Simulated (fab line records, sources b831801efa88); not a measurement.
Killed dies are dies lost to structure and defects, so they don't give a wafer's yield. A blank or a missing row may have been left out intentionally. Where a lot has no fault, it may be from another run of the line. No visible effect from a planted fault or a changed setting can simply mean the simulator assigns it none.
A struck lot beside a sound one || flow sfq line || 14 out of 325 route steps
Sound: wafers L807.1, L807.5, L807.6. Struck: wafers L826.2, L826.3, L826.6. The cause is given at the end.
Per side, at each step with rows, come the tool, then ch with its chambers, and then its first start. Under that, the readings that differ: sound wafers || struck wafers || difference of the means || sigmas: that difference in standard deviations of wafers without a fault.
alike: same words and numbers on both sides, and readings whose means sit less than 2 such deviations apart. not compared: any withheld reading, any reading some wafer has no value for, any bound like >300 that may hide the same value, and any number with overlapping values for which the record gives no deviation.
Wherever a step has rows on one side only, a row that says differs or no value, or a row with sigmas, the two part there. Numbers that don't overlap but have no deviation are shown without sigmas and don't part them. A reading that every wafer of one side lacks parts them only if that side has two wafers or more.

first, 6 steps without rows for these wafers: SFQ_TRILAYER_M7_LITHO_COAT_182 (resist thk 62 nm); SFQ_TRILAYER_M7_LITHO_COAT_177 (resist thk 600 nm); SFQ_TRILAYER_M7_LITHO_SOFTBAKE_181; SFQ_TRILAYER_M7_LITHO_EXPOSE_178 (exposes mask M7, target cd 500 nm); SFQ_TRILAYER_M7_LITHO_PEB_180 (peb time 60 s); SFQ_TRILAYER_M7_LITHO_DEVELOP_179 (time 60 s).
SFQ_M7_OVL_MEAS_945:
  sound on overlay-01 at day 74 10:05; struck on overlay-02 at day 83 08:24
  alike: M7_OVL
SFQ_TRILAYER_M7_BARC_OPEN_METAL_ETCH_229: etches BARC in O2, target depth 125 nm, time 41.7 s.
  sound on rie metal-01 ch 0,1, day 74 10:08; struck on rie metal-02 ch 0,1, day 83 08:26
  alike: drypump motor current A, oes product au
  not compared: rf hours counter h
SFQ_TRILAYER_M7_ETCH_METAL_ETCH_180: etches Nb in Cl2/Ar, stops on SiO2, target depth 240 nm, time 120 s.
  sound on rie metal-01 ch 0,1, day 74 10:11; struck on rie metal-02 ch 0,1, day 83 08:29
  alike: drypump motor current A, oes product au
  not compared: rf hours counter h
SFQ_TRILAYER_M7_STRIP_STRIP_181: strips in O2.
  sound on rie metal-01 ch 0,1, day 74 10:19; struck on rie metal-02 ch 0,1, day 83 08:37
  alike: drypump motor current A, oes product au
  not compared: rf hours counter h
then, 1 step without rows for these wafers: SFQ_TRILAYER_M7_STRIP_SOLV_CLEAN_182 (cleans in NMP, time 600 s).
SFQ_TRILAYER_I7_DEP_PECVD_183: deposits SiO2 from SiH4/N2O, time 111.11 s, target thk 500 nm.
  sound on pecvd-04 ch 1,2, day 74 11:05; struck on pecvd-01 ch 0,1,2, day 83 09:23
{"reading": "throttle valve pct (%)", "sound": "23.1 22.9 23.9", "struck": "25.5 25.3 26.1", "difference": "+2.3", "sigmas": "+3"}
  alike: heater power outer w, heater power w
SFQ_TRILAYER_I7_CMP_CMP_184: polishes SiO2.
  sound on cmp-02 ch 0,1, day 74 11:40; struck on cmp-02 ch 0,3, day 83 09:28
{"reading": "head pressure psi (psi)", "sound": "2.997 2.996 3.003", "struck": "2.707 2.706 2.704", "difference": -0.293, "sigmas": -47}
{"reading": "time to endpoint s (s)", "sound": "227 223 233", "struck": "239 245 254", "difference": "+18", "sigmas": "+2"}
  alike: motor current A
SFQ_I7_BOW_MEAS_946:
  sound on film metro-03 at day 74 14:10; struck on film metro-02 at day 83 12:29
{"reading": "I7_BOW (um)", "sound": "-9 -19 -21", "struck": "1 13 15", "difference": "+26", "sigmas": "+2"}

== WHERE THEY PART ==
Earliest at SFQ_TRILAYER_I7_DEP_PECVD_183; latest, in this record, at SFQ_I7_BOW_MEAS_946.

WHY: what the simulator had put in
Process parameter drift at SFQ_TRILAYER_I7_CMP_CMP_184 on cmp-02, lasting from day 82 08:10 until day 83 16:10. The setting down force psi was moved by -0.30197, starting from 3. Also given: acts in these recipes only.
